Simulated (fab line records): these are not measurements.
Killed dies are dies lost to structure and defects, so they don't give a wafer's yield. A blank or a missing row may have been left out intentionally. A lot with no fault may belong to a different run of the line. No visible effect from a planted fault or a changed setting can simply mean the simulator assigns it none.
Which of the tools did it? -- flow sky130 -- route of 708 steps, sampled at 1 step: 6 lots, 18 wafers

WHAT THE GAUGES SHOWED, per wafer
SKY_VIA1_THK_MEAS_23: measures by xrf.
lot,measured,on,VIA1_W_THK (nm)
L452,day 35 16:24,film metro-01,268 268 268
L456,day 37 04:40,film metro-02,267 269 270
L458,day 37 22:34,film metro-02,273 274 273
L464,day 39 17:34,film metro-01,274 270 270
L468,day 40 10:20,film metro-03,276 271 274
L470,day 41 04:12,film metro-02,270 269 264

EACH LOT AND THE TOOL THAT RAN IT (in order: tool; ch and the chambers of the sampled wafers; start)
Before these readings, the record contains no process step.

THE ANSWER, worked out from the rows above alone
Rule: the lots themselves supply what counts as usual. The widest of any qualifying gaps counts: lots, ordered by their means at a reading, are off when they make up no more than a third of the lots, leave a main group of 4 or more, and stand apart from it by 3 or more times the standard deviation of that group's means. The tables above print the reading to a certain number of digits; a main group whose means all agree to those digits is not used. A lot without any number at a reading at which 4 lots or more have one is off too. Any other lot the step has rows for is counted as sound.
Nothing can be told from this: no lot is off at any reading shown.

WHAT THE SIMULATOR HAD INSERTED
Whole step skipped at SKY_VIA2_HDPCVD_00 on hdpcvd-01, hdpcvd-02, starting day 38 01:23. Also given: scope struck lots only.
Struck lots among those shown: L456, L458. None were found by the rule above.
